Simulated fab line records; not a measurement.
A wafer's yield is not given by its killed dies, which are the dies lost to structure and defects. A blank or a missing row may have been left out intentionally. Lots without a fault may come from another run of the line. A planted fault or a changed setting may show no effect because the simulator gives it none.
Matching of chambers    flow sky130    3 sister chambers for SKY_CONTACT_CVD_00 on pecvd-01
The step deposits Si3N4, target thk 75 nm. 14 wafers are shown with their chamber, then 7 later ones without.

WAFERS WITH THEIR CHAMBER
wafer   chamber  heaterPowerW (W)
L981.1  1        636
L981.4  2        635
L981.5  1        615
L986.4  1        579
L986.5  0        617
L986.6  2        619
L988.1  2        618
L988.4  0        536
L988.5  2        636
L990.3  0        611
L990.5  2        625
L990.6  1        613
L992.2  1        655
L992.4  1        640

SIGNATURES (means of the wafers above)
reading       chamber 0  chamber 1  chamber 2  scatter within a chamber
heaterPowerW  588.00     623.00     626.60     26.9
Rule: a wafer's distance from a chamber is the root of the sum, over the readings, of the square of ((its reading less the chamber's mean) divided by the reading's scatter). If the next closest chamber is less than 2 further off than the closest, the wafer can't be placed; otherwise it belongs to the closest. How the scatter is found: for the shown wafers, subtract from each reading the mean of its chamber, square and add these, divide the total by (wafers less chambers), then take the root.

WAFERS MISSING THEIR CHAMBER
wafer   heaterPowerW (W)
L992.5  679
L995.1  704
L995.4  709
L995.5  622
L998.2  571
L998.3  638
L998.4  559

CHAMBER TAKEN BY EACH
wafer   from the rows above           in truth
L992.5  can't be placed: 2 or 1 or 0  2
L995.1  can't be placed: 2 or 1 or 0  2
L995.4  can't be placed: 2 or 1 or 0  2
L995.5  can't be placed: 1 or 2 or 0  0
L998.2  can't be placed: 0 or 1 or 2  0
L998.3  can't be placed: 2 or 1 or 0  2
L998.4  can't be placed: 0 or 1 or 2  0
Placed correctly: 0 of 7. Cannot be placed on the basis of these rows: 7; the candidates contain the true chamber in 7. Placed wrongly: 0.
